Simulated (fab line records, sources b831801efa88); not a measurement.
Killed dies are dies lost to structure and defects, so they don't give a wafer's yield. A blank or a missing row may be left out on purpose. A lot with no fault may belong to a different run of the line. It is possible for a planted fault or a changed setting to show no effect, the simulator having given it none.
fab line records	flow gf180mcu
record lots=5	wafers=23
route steps=602 shown HV_LDD@221 NSD@241 PSD@250 SAB@272 CONTACT@287 M1@318
startH: hours from the record's first day to the start of the lot's first wafer shown	waitH: time in hours since the lot's previous step	" repeats the value in the row above	L1.1+2: a single row standing in for several wafers	- value missing, or start not given	* or withheld: withheld	< > ~ a bound
route shown NAME@n: NAME is a module with steps in the file, n the number in the route of the first one	usual: average and standard deviation across the fault-free wafers	same: alike in all rows	chamber/n: place in a boat	sites: per-site readings	_std_site: the values' standard deviation	_edge_site: the outer-site mean with the inner-site mean subtracted	radiusMm: for every site, how far away it sits from the centre of the wafer	mask NAME#n: copy n	behind: the last tool/chamber to shape the wafer	hold: the reason the lot was held/the length of the hold in hours/how it ended	device: whichever transistor did not switch (one of n, p or np)	end of line: at the end of the route, the tests of the same wafers	a step with no rows: only its recipe	killed: at the first sort, the dies lost to defects and structure; wafer yield is something else	map: a wafer's dies, marking killed ones x, the rest . and places with no die _
set.NAME: the run value of the setting; set.NAME@STEP: its run value at that earlier step	model.NAME: the simulator's own value behind a step, which no gauge read
one table per step and one row per wafer, for lots whose settings were changed on purpose
## steps
# step GF_HV_LDD_DEVELOP_45
# recipe developTimeS=60	devTempC=23
lot.wafer	tool	chamber	startH	waitH	set.developTimeS
L075.2+3+4	lithoTrack-02	0	279.48	0.1	60
L077.1+2+3+4+6	lithoTrack-04	0	294.92	0.1	60
L080.2+4+6	lithoTrack-02	0	321.13	0.1	60
L080.3+5	"	0	"	"	57.07
L081.1+5+6	lithoTrack-04	0	327.07	0.1	68.37
L081.2+3	"	0	"	"	60
L082.2+5+6	lithoTrack-02	0	331.88	0.1	60
L082.3+4	"	0	"	"	56.4
# step GF_HV_LDD_CD_MEAS_46
# recipe targetCdNm=400
# usual cdNm=400.0/2.4
lot.wafer	tool	chamber	startH	waitH	set.developTimeS@HV_LDD_DEVELOP_45	cdNm
L075.2	cdSem-01	-	279.62	0.1	60	400.0
L075.3	"	-	"	"	60	402.0
L075.4	"	-	"	"	60	402.1
L077.1	cdSem-01	-	295.07	0.1	60	399.6
L077.2	"	-	"	"	60	399.0
L077.3	"	-	"	"	60	399.8
L077.4	"	-	"	"	60	398.5
L077.6	"	-	"	"	60	397.6
L080.2	cdSem-02	-	321.27	0.1	60	402.7
L080.3	"	-	"	"	57.07	404.0
L080.4	"	-	"	"	60	402.0
L080.5	"	-	"	"	57.07	399.1
L080.6	"	-	"	"	60	405.4
L081.1	cdSem-01	-	327.22	0.1	68.37	413.2
L081.2	"	-	"	"	60	401.5
L081.3	"	-	"	"	60	402.4
L081.5	"	-	"	"	68.37	415.3
L081.6	"	-	"	"	68.37	416.5
L082.2	cdSem-02	-	332.02	0.1	60	404.9
L082.3	"	-	"	"	56.4	392.3
L082.4	"	-	"	"	56.4	399.2
L082.5	"	-	"	"	60	398.6
L082.6	"	-	"	"	60	400.7
# step GF_HV_LDD_IMPLANT_48
# recipe species=B	energyKev=25	doseCm2=3e+13	tiltDeg=7
# step GF_HV_LDD_STRIP_49
# recipe chemistry=O2/N2	powerW=1400	pressureMtorr=1500	platenTempC=250	o2FlowSccm=3000	n2FlowSccm=300	overashFraction=0.5
# usual stripTimeToEndpointS=12.61/0.033
lot.wafer	tool	chamber	startH	waitH	set.resistThkNm@HV_LDD_COAT_41	stripTimeToEndpointS
L075.2	plasmaAsher-01	1	279.91	0.1	1000	12.63
L075.3	"	0	"	"	1000	12.59
L075.4	"	1	"	"	1000	12.61
L077.1	plasmaAsher-02	0	295.38	0.1	1000	12.57
L077.2	"	1	"	"	1017	12.78
L077.3	"	0	"	"	1000	12.58
L077.4	"	1	"	"	1000	12.53
L077.6	"	0	"	"	1017	12.79
L080.2	plasmaAsher-03	1	321.56	0.1	1000	12.58
L080.3	"	1	"	"	961.8	12.15
L080.4	"	0	"	"	1000	12.59
L080.5	"	1	"	"	961.8	12.11
L080.6	"	0	"	"	961.8	12.15
L081.1	plasmaAsher-03	0	327.53	0.1	1000	12.58
L081.2	"	1	"	"	1000	12.63
L081.3	"	1	"	"	1000	12.55
L081.5	"	0	"	"	964.7	12.17
L081.6	"	1	"	"	964.7	12.19
L082.2	plasmaAsher-01	0	332.31	0.1	944.5	11.98
L082.3	"	1	"	"	1000	12.63
L082.4	"	0	"	"	944.5	12.00
L082.5	"	0	"	"	1000	12.67
L082.6	"	1	"	"	944.5	11.99
# step GF_NSD_DEVELOP_06
# recipe developTimeS=60	devTempC=23
lot.wafer	tool	chamber	startH	waitH	set.developTimeS
L075.2+3+4	lithoTrack-01	0	302.57	0.1	60
L077.1+2+6	lithoTrack-01	0	318.84	0.1	60
L077.3+4	"	0	"	"	65.32
L080.2+3+4	lithoTrack-02	0	346.13	0.1	57.42
L080.5+6	"	0	"	"	60
L081.1+3+5	lithoTrack-01	0	352.59	0.1	54.93
L081.2+6	"	0	"	"	60
L082.2+3	lithoTrack-02	0	357.28	0.1	60
L082.4+5+6	"	0	"	"	54.48
# step GF_NSD_CD_MEAS_07
# recipe targetCdNm=400
# usual cdNm=400.9/2.5
lot.wafer	tool	chamber	startH	waitH	set.developTimeS@NSD_DEVELOP_06	cdNm
L075.2	cdSem-01	-	302.71	0.1	60	400.3
L075.3	"	-	"	"	60	404.3
L075.4	"	-	"	"	60	404.2
L077.1	cdSem-02	-	318.99	0.1	60	401.8
L077.2	"	-	"	"	60	400.6
L077.3	"	-	"	"	65.32	411.0
L077.4	"	-	"	"	65.32	410.2
L077.6	"	-	"	"	60	401.2
L080.2	cdSem-02	-	346.27	0.1	57.42	396.1
L080.3	"	-	"	"	57.42	392.9
L080.4	"	-	"	"	57.42	397.5
L080.5	"	-	"	"	60	398.4
L080.6	"	-	"	"	60	399.4
L081.1	cdSem-01	-	352.74	0.1	54.93	388.6
L081.2	"	-	"	"	60	399.1
L081.3	"	-	"	"	54.93	393.0
L081.5	"	-	"	"	54.93	389.4
L081.6	"	-	"	"	60	399.9
L082.2	cdSem-02	-	357.42	0.1	60	399.3
L082.3	"	-	"	"	60	396.4
L082.4	"	-	"	"	54.48	389.3
L082.5	"	-	"	"	54.48	388.8
L082.6	"	-	"	"	54.48	389.2
# step GF_PSD_COAT_02
# recipe resist=NOVOLAK	spinRpm=3000	resistThkNm=1000
lot.wafer	tool	chamber	startH	waitH	set.spinRpm	model.NOVOLAK_of_PSD_COAT_02.thkNm
L075.2	lithoTrack-04	0	313.95	0.1	3000	998.1
L075.3	"	0	"	"	3000	1000
L075.4	"	0	"	"	3000	998.8
L077.1	lithoTrack-03	0	329.84	0.1	3213	970.6
L077.2+4	"	0	"	"	3000	1004
L077.3	"	0	"	"	3213	969.5
L077.6	"	0	"	"	3213	972
L080.2	lithoTrack-03	0	357.66	0.1	3000	998
L080.3	"	0	"	"	3000	996.9
L080.4	"	0	"	"	2887	1016
L080.5	"	0	"	"	2887	1017
L080.6	"	0	"	"	3000	994.5
L081.1	lithoTrack-04	0	363.97	0.1	3193	965.3
L081.2	"	0	"	"	3193	966.8
L081.3	"	0	"	"	3000	997.6
L081.5	"	0	"	"	3193	967.1
L081.6	"	0	"	"	3000	996
L082.2	lithoTrack-04	0	368.55	0.1	3000	1000
L082.3	"	0	"	"	2796	1034
L082.4	"	0	"	"	2796	1033
L082.5	"	0	"	"	3000	999.6
L082.6	"	0	"	"	2796	1035
# step GF_PSD_IMPLANT_09
# recipe species=BF2	energyKev=40	doseCm2=1.5e+15	tiltDeg=7
lot.wafer	tool	chamber	startH	waitH	set.doseCm2
L075.2+3+4	implanter-04	0	325.22	0.0	1.5e+15
L077.1+2+3	implanter-04	0	341.55	0.0	1.628e+15
L077.4+6	"	0	"	"	1.5e+15
L080.2+5	implanter-04	0	369.17	0.0	1.343e+15
L080.3+4+6	"	0	"	"	1.5e+15
L081.1+3+6	implanter-04	0	374.93	0.0	1.757e+15
L081.2+5	"	0	"	"	1.5e+15
L082.2+6	implanter-04	0	380.07	0.0	1.699e+15
L082.3+4+5	"	0	"	"	1.5e+15
# step GF_PSD_STRIP_10
# recipe chemistry=O2/N2	powerW=1400	pressureMtorr=1500	platenTempC=250	o2FlowSccm=3000	n2FlowSccm=300	overashFraction=0.5
# usual stripTimeToEndpointS=16.51/0.033
lot.wafer	tool	chamber	startH	waitH	set.spinRpm@PSD_COAT_02	set.doseCm2@PSD_IMPLANT_09	stripTimeToEndpointS
L075.2	plasmaAsher-04	1	325.34	0.1	3000	1.5e+15	16.52
L075.3	"	1	"	"	3000	1.5e+15	16.55
L075.4	"	0	"	"	3000	1.5e+15	16.53
L077.1	plasmaAsher-01	1	341.70	0.1	3213	1.628e+15	16.46
L077.2	"	0	"	"	3000	1.628e+15	16.86
L077.3	"	1	"	"	3213	1.628e+15	16.44
L077.4	"	0	"	"	3000	1.5e+15	16.57
L077.6	"	1	"	"	3213	1.5e+15	16.23
L080.2	plasmaAsher-03	1	369.29	0.1	3000	1.343e+15	16.13
L080.3	"	1	"	"	3000	1.5e+15	16.48
L080.4	"	0	"	"	2887	1.5e+15	16.68
L080.5	"	1	"	"	2887	1.343e+15	16.37
L080.6	"	0	"	"	3000	1.5e+15	16.47
L081.1	plasmaAsher-01	1	375.08	0.1	3193	1.757e+15	16.65
L081.2	"	0	"	"	3193	1.5e+15	16.13
L081.3	"	1	"	"	3000	1.757e+15	17.01
L081.5	"	0	"	"	3193	1.5e+15	16.16
L081.6	"	1	"	"	3000	1.757e+15	17.01
L082.2	plasmaAsher-03	1	380.19	0.1	3000	1.699e+15	16.93
L082.3	"	1	"	"	2796	1.5e+15	16.91
L082.4	"	0	"	"	2796	1.5e+15	16.90
L082.5	"	0	"	"	3000	1.5e+15	16.50
L082.6	"	1	"	"	2796	1.699e+15	17.33
# step GF_PSD_TW_MEAS_11
# usual PSD_TW=3177/31
lot.wafer	tool	chamber	startH	waitH	set.doseCm2@PSD_IMPLANT_09	PSD_TW
L075.2	filmMetro-04	-	325.45	0.1	1.5e+15	3199
L075.3	"	-	"	"	1.5e+15	3219
L075.4	"	-	"	"	1.5e+15	3233
L077.1	filmMetro-03	-	341.80	0.1	1.628e+15	3214
L077.2	"	-	"	"	1.628e+15	3222
L077.3	"	-	"	"	1.628e+15	3203
L077.4	"	-	"	"	1.5e+15	3174
L077.6	"	-	"	"	1.5e+15	3169
L080.2	filmMetro-04	-	369.40	0.1	1.343e+15	3153
L080.3	"	-	"	"	1.5e+15	3205
L080.4	"	-	"	"	1.5e+15	3234
L080.5	"	-	"	"	1.343e+15	3132
L080.6	"	-	"	"	1.5e+15	3206
L081.1	filmMetro-03	-	375.18	0.1	1.757e+15	3228
L081.2	"	-	"	"	1.5e+15	3153
L081.3	"	-	"	"	1.757e+15	3238
L081.5	"	-	"	"	1.5e+15	3143
L081.6	"	-	"	"	1.757e+15	3238
L082.2	filmMetro-03	-	380.30	0.1	1.699e+15	3206
L082.3	"	-	"	"	1.5e+15	3132
L082.4	"	-	"	"	1.5e+15	3142
L082.5	"	-	"	"	1.5e+15	3132
L082.6	"	-	"	"	1.699e+15	3212
# step GF_PSD_CLEAN_12
# recipe chemistry=SC1/SC2	mix=1:4:20	tempC=70	timeS=150	dry=n2Spin
# step GF_PSD_RTA_13
# recipe tempC=1025	timeS=20	ambient=N2
# step GF_PSD_RS_MEAS_15
# recipe thkMeasGauge=four-point-probe
# usual PSD_RS=108.4/0.33
lot.wafer	tool	chamber	startH	waitH	set.doseCm2@PSD_IMPLANT_09	PSD_RS[ohm/sq]
L075.2	filmMetro-03	-	325.87	0.1	1.5e+15	108.7
L075.3	"	-	"	"	1.5e+15	108.5
L075.4	"	-	"	"	1.5e+15	108.4
L077.1	filmMetro-02	-	342.11	0.1	1.628e+15	107.2
L077.2	"	-	"	"	1.628e+15	107.6
L077.3	"	-	"	"	1.628e+15	107.3
L077.4	"	-	"	"	1.5e+15	109.3
L077.6	"	-	"	"	1.5e+15	109.2
L080.2	filmMetro-03	-	369.73	0.1	1.343e+15	113.1
L080.3	"	-	"	"	1.5e+15	108.3
L080.4	"	-	"	"	1.5e+15	108.4
L080.5	"	-	"	"	1.343e+15	113.1
L080.6	"	-	"	"	1.5e+15	108.0
L081.1	filmMetro-02	-	375.54	0.1	1.757e+15	105.2
L081.2	"	-	"	"	1.5e+15	108.5
L081.3	"	-	"	"	1.757e+15	105.4
L081.5	"	-	"	"	1.5e+15	108.3
L081.6	"	-	"	"	1.757e+15	105.1
L082.2	filmMetro-02	-	380.63	0.1	1.699e+15	106.2
L082.3	"	-	"	"	1.5e+15	108.5
L082.4	"	-	"	"	1.5e+15	108.6
L082.5	"	-	"	"	1.5e+15	108.9
L082.6	"	-	"	"	1.699e+15	106.3
# step GF_SAB_DEVELOP_08
# recipe developTimeS=60	devTempC=23
lot.wafer	tool	chamber	startH	waitH	set.developTimeS
L075.2+3+4	lithoTrack-01	0	346.81	0.1	60
L077.1+3	lithoTrack-01	0	363.54	0.1	60
L077.2+4+6	"	0	"	"	51.18
L080.2+3	lithoTrack-04	0	392.10	0.1	56.4
L080.4+5+6	"	0	"	"	60
L081.1+2+3+5+6	lithoTrack-01	0	398.69	0.1	60
L082.2+3+6	lithoTrack-04	0	403.70	0.1	60
L082.4+5	"	0	"	"	68.41
# step GF_SAB_CD_MEAS_09
# recipe targetCdNm=420
# usual cdNm=418.9/2.5
lot.wafer	tool	chamber	startH	waitH	set.developTimeS@SAB_DEVELOP_08	cdNm
L075.2	cdSem-02	-	346.96	0.1	60	418.7
L075.3	"	-	"	"	60	417.8
L075.4	"	-	"	"	60	418.4
L077.1	cdSem-02	-	363.69	0.1	60	414.4
L077.2	"	-	"	"	51.18	430.1
L077.3	"	-	"	"	60	414.3
L077.4	"	-	"	"	51.18	429.6
L077.6	"	-	"	"	51.18	430.3
L080.2	cdSem-01	-	392.24	0.1	56.4	428.7
L080.3	"	-	"	"	56.4	428.2
L080.4	"	-	"	"	60	423.4
L080.5	"	-	"	"	60	421.1
L080.6	"	-	"	"	60	420.2
L081.1	cdSem-01	-	398.84	0.1	60	414.5
L081.2	"	-	"	"	60	415.8
L081.3	"	-	"	"	60	416.9
L081.5	"	-	"	"	60	417.1
L081.6	"	-	"	"	60	418.1
L082.2	cdSem-02	-	403.84	0.1	60	419.4
L082.3	"	-	"	"	60	416.5
L082.4	"	-	"	"	68.41	407.4
L082.5	"	-	"	"	68.41	404.6
L082.6	"	-	"	"	60	418.7
# step GF_SAB_ETCH_11
# recipe chemistry=C4F8/O2/Ar	maskMaterial=NOVOLAK	target=SiO2	targetDepthNm=55	sourceW=1500	biasW=1200	pressureMtorr=40	c4f8FlowSccm=withheld	O2_flow_sccm=6	Ar_flow_sccm=300	timeS=8.5
lot.wafer	tool	chamber	startH	waitH	set.developTimeS@SAB_DEVELOP_08	model.SAB.cdNm
L075.2	rieDiel-04	3	347.10	0.0	60	418.5
L075.3	"	2	"	"	60	417.6
L075.4	"	1	"	"	60	418.4
L077.1	rieDiel-03	0	363.85	0.0	60	414.7
L077.2	"	2	"	"	51.18	430.2
L077.3	"	0	"	"	60	414.2
L077.4	"	2	"	"	51.18	429.6
L077.6	"	0	"	"	51.18	430.3
L080.2	rieDiel-02	2	392.38	0.0	56.4	428.6
L080.3	"	0	"	"	56.4	427.8
L080.4	"	1	"	"	60	423.3
L080.5	"	0	"	"	60	421.2
L080.6	"	2	"	"	60	420.7
L081.1	rieDiel-03	1	398.99	0.0	60	414.2
L081.2	"	3	"	"	60	415.6
L081.3	"	2	"	"	60	416.5
L081.5	"	0	"	"	60	417
L081.6	"	1	"	"	60	417.8
L082.2	rieDiel-03	1	403.99	0.0	60	419.5
L082.3	"	3	"	"	60	416.8
L082.4	"	0	"	"	68.41	407.9
L082.5	"	3	"	"	68.41	404.7
L082.6	"	2	"	"	60	418.5
# step GF_CONTACT_CVD_00
# recipe material=SiO2	targetThkNm=300	sigmaOpenFrac=0.3	tempC=400	timeS=50	sih4FlowSccm=60	pressureMtorr=6
lot.wafer	tool	chamber	startH	waitH	set.sih4FlowSccm	model.SiO2_of_CONTACT_CVD_00.thkNm
L075.2	hdpcvd-01	0	347.98	0.1	60	298.8
L075.3	"	2	"	"	60	305.3
L075.4	"	0	"	"	60	297.2
L077.1	hdpcvd-02	1	364.72	0.1	60	302.1
L077.2	"	2	"	"	64.39	324
L077.3	"	0	"	"	60	302.4
L077.4	"	2	"	"	60	298.4
L077.6	"	0	"	"	64.39	321.6
L080.2	hdpcvd-02	2	393.26	0.1	56.73	282.4
L080.3	"	2	"	"	56.73	283.9
L080.4	"	1	"	"	56.73	284.7
L080.5	"	2	"	"	60	303.5
L080.6	"	1	"	"	60	299
L081.1	hdpcvd-01	0	399.86	0.1	60	301.6
L081.2	"	2	"	"	60	298.6
L081.3	"	1	"	"	60	300.1
L081.5	"	1	"	"	51.98	260.3
L081.6	"	0	"	"	51.98	259.5
L082.2	hdpcvd-02	1	404.88	0.1	60	301.3
L082.3	"	2	"	"	60	303.1
L082.4	"	1	"	"	60	298
L082.5	"	0	"	"	60	303.7
L082.6	"	2	"	"	60	303.2
# step GF_CONTACT_THK_MEAS_01
# recipe reads=SiO2_of_CONTACT_CVD_00
# usual CONTACT_CVD_00_THK=300.3/2.9
lot.wafer	tool	chamber	startH	waitH	set.sih4FlowSccm@CONTACT_CVD_00	CONTACT_CVD_00_THK[nm]
L075.2	filmMetro-03	-	348.03	0.0	60	298.8
L075.3	"	-	"	"	60	305.3
L075.4	"	-	"	"	60	297.3
L077.1	filmMetro-03	-	364.76	0.0	60	302.0
L077.2	"	-	"	"	64.39	323.9
L077.3	"	-	"	"	60	302.3
L077.4	"	-	"	"	60	298.5
L077.6	"	-	"	"	64.39	321.8
L080.2	filmMetro-02	-	393.34	0.1	56.73	282.6
L080.3	"	-	"	"	56.73	283.9
L080.4	"	-	"	"	56.73	284.9
L080.5	"	-	"	"	60	303.3
L080.6	"	-	"	"	60	299.3
L081.1	filmMetro-03	-	399.91	0.0	60	301.4
L081.2	"	-	"	"	60	298.8
L081.3	"	-	"	"	60	300.0
L081.5	"	-	"	"	51.98	260.3
L081.6	"	-	"	"	51.98	259.5
L082.2	filmMetro-03	-	404.93	0.0	60	301.4
L082.3	"	-	"	"	60	303.0
L082.4	"	-	"	"	60	298.0
L082.5	"	-	"	"	60	303.7
L082.6	"	-	"	"	60	303.3
# step GF_CONTACT_ETCH_16
# recipe chemistry=N2/H2	targetDepthA=withheld	overetchA=withheld	timeS=withheld	target=BARC	ionEnergyEv=200	sourceW=500	biasW=100	pressureMtorr=30	n2FlowSccm=100	h2FlowSccm=200
lot.wafer	tool	chamber	startH	waitH	set.biasW
L075.2+3+4	rieDiel-03	3,0,0	370.79	0.0	100
L077.1+4+6	rieDiel-01	0,0,2	388.03	0.0	100
L077.2+3	"	3,2	"	"	92.25
L080.2+4	rieDiel-04	0,3	417.68	0.0	100
L080.3+5+6	"	2,0,1	"	"	93.02
L081.1+2+3+5+6	rieDiel-04	1,2,0,2,1	424.18	0.0	100
L082.2+3+4+5+6	rieDiel-04	0,2,1,2,3	429.18	0.0	100
# step GF_CONTACT_ETCH_17
# recipe chemistry=C4F8/O2/Ar	maskMaterial=KrF	target=SiO2	stopOn=CoSi2	sourceW=1500	biasW=1200	pressureMtorr=40	c4f8FlowSccm=withheld	O2_flow_sccm=6	Ar_flow_sccm=300	timeS=withheld	targetDepthA=8600
lot.wafer	tool	chamber	startH	waitH	set.sih4FlowSccm@CONTACT_CVD_00	model.CONTACT.featureDepthNm
L075.2	rieDiel-03	3	-	-	60	859.9
L075.3	"	0	"	"	60	867.5
L075.4	"	0	"	"	60	859.5
L077.1	rieDiel-01	0	-	-	60	862.3
L077.2	"	3	"	"	64.39	882.8
L077.3	"	2	"	"	60	860.4
L077.4	"	0	"	"	60	857.8
L077.6	"	2	"	"	64.39	881.3
L080.2	rieDiel-04	0	-	-	56.73	841.8
L080.3	"	2	"	"	56.73	842.9
L080.4	"	3	"	"	56.73	843.4
L080.5	"	0	"	"	60	862.6
L080.6	"	1	"	"	60	859.8
L081.1	rieDiel-04	1	-	-	60	862.8
L081.2	"	2	"	"	60	858.6
L081.3	"	0	"	"	60	862
L081.5	"	2	"	"	51.98	822.1
L081.6	"	1	"	"	51.98	819.7
L082.2	rieDiel-04	0	-	-	60	860.1
L082.3	"	2	"	"	60	862.8
L082.4	"	1	"	"	60	858.2
L082.5	"	2	"	"	60	864.4
L082.6	"	3	"	"	60	863.9
# step GF_CONTACT_SPUTTER_23
# recipe material=TiN	targetThkNm=10	chamberPressurePa=5	powerW=4000	timeS=40
lot.wafer	tool	chamber	startH	waitH	set.timeS	model.TiN_of_CONTACT_SPUTTER_23.thkNm
L075.2	pvdSputter-01	-	371.41	0.0	40	10.12
L075.3	"	-	"	"	40	10.26
L075.4	"	-	"	"	40	10.23
L077.1	pvdSputter-02	-	388.55	0.0	36.2	9.037
L077.2	"	-	"	"	36.2	8.958
L077.3	"	-	"	"	36.2	8.898
L077.4	"	-	"	"	40	9.848
L077.6	"	-	"	"	40	9.895
L080.2	pvdSputter-02	-	418.20	0.0	40	9.824
L080.3	"	-	"	"	37.23	9.121
L080.4	"	-	"	"	37.23	9.286
L080.5	"	-	"	"	37.23	9.242
L080.6	"	-	"	"	40	9.801
L081.1	pvdSputter-02	-	424.73	0.0	37.13	9.294
L081.2	"	-	"	"	40	9.814
L081.3	"	-	"	"	37.13	9.215
L081.5	"	-	"	"	40	10.09
L081.6	"	-	"	"	40	10.13
L082.2	pvdSputter-02	-	429.70	0.0	34.06	8.341
L082.3	"	-	"	"	40	9.748
L082.4	"	-	"	"	40	9.622
L082.5	"	-	"	"	34.06	8.439
L082.6	"	-	"	"	40	9.652
# step GF_M1_SPUTTER_03
# recipe material=Ti	targetThkNm=10	substrateTempC=300	chamberPressurePa=0.3	powerW=3000	timeS=6.7
lot.wafer	tool	chamber	startH	waitH	set.timeS	model.Ti_of_M1_SPUTTER_03.thkNm
L075.2	pvdSputter-02	-	372.19	0.0	6.7	10.07
L075.3	"	-	"	"	6.7	10.18
L075.4	"	-	"	"	6.7	10.17
L077.1	pvdSputter-01	-	389.52	0.0	7.487	11.14
L077.2	"	-	"	"	7.487	11.21
L077.3	"	-	"	"	6.7	9.912
L077.4	"	-	"	"	7.487	11.24
L077.6	"	-	"	"	6.7	9.947
L080.2	pvdSputter-04	-	418.98	0.0	6.247	9.43
L080.3	"	-	"	"	6.247	9.439
L080.4	"	-	"	"	6.7	10.16
L080.5	"	-	"	"	6.7	10.2
L080.6	"	-	"	"	6.247	9.514
L081.1	pvdSputter-01	-	425.76	0.0	6.7	9.992
L081.2	"	-	"	"	7.123	10.58
L081.3	"	-	"	"	7.123	10.52
L081.5	"	-	"	"	7.123	10.57
L081.6	"	-	"	"	6.7	10.06
L082.2	pvdSputter-01	-	430.48	0.0	6.7	10.09
L082.3	"	-	"	"	6.7	10.25
L082.4	"	-	"	"	6.7	10.21
L082.5	"	-	"	"	6.7	10.07
L082.6	"	-	"	"	6.7	10.08
## key
split step=GF_HV_LDD_DEVELOP_45	setting=developTimeS	stated=60	by=wafer
response step=GF_HV_LDD_CD_MEAS_46	reading=cdNm	change=+0.883	per=1%	r=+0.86
split step=GF_NSD_DEVELOP_06	setting=developTimeS	stated=60	by=wafer
response step=GF_NSD_CD_MEAS_07	reading=cdNm	change=+1.01	per=1%	r=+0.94
split step=GF_PSD_COAT_02	setting=spinRpm	stated=3000	by=wafer
response step=GF_PSD_COAT_02	reading=model.NOVOLAK_of_PSD_COAT_02.thkNm	change=-4.84	per=1%	r=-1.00
response step=GF_PSD_STRIP_10	reading=stripTimeToEndpointS	slope=*	per=1%	togetherWith=doseCm2@PSD_IMPLANT_09	explained=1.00
split step=GF_PSD_IMPLANT_09	setting=doseCm2	stated=1.5e+15	by=wafer
response step=GF_PSD_TW_MEAS_11	reading=PSD_TW	change=+5.49	per=1%	r=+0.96
response step=GF_PSD_RS_MEAS_15	reading=PSD_RS	shape=bent	atLowest=113.1	atStated=108.6	atHighest=105.2
response step=GF_PSD_STRIP_10	reading=stripTimeToEndpointS	slope=*	per=1%	togetherWith=spinRpm@PSD_COAT_02	explained=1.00
split step=GF_SAB_DEVELOP_08	setting=developTimeS	stated=60	by=wafer
response step=GF_SAB_CD_MEAS_09	reading=cdNm	change=-0.984	per=1%	r=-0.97
response step=GF_SAB_ETCH_11	reading=model.SAB.cdNm	change=-0.97	per=1%	r=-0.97
split step=GF_CONTACT_CVD_00	setting=sih4FlowSccm	stated=60	by=wafer
response step=GF_CONTACT_CVD_00	reading=model.SiO2_of_CONTACT_CVD_00.thkNm	change=+3.03	per=1%	r=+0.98
response step=GF_CONTACT_THK_MEAS_01	reading=CONTACT_CVD_00_THK	change=+3.03	per=1%	r=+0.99
response step=GF_CONTACT_ETCH_17	reading=model.CONTACT.featureDepthNm	change=+3.05	per=1%	r=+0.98
split step=GF_CONTACT_ETCH_16	setting=biasW	stated=100	by=wafer
response none clear
split step=GF_CONTACT_SPUTTER_23	setting=timeS	stated=40	by=wafer
response step=GF_CONTACT_SPUTTER_23	reading=model.TiN_of_CONTACT_SPUTTER_23.thkNm	change=+0.0908	per=1%	r=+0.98
split step=GF_M1_SPUTTER_03	setting=timeS	stated=6.7	by=wafer
response step=GF_M1_SPUTTER_03	reading=model.Ti_of_M1_SPUTTER_03.thkNm	change=+0.103	per=1%	r=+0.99
split outsideThisFile step=GF_HV_LDD_COAT_41 setting=resistThkNm
# split outsideThisFile: this setting was split too, and the file shows its column; the key of that split is in another file
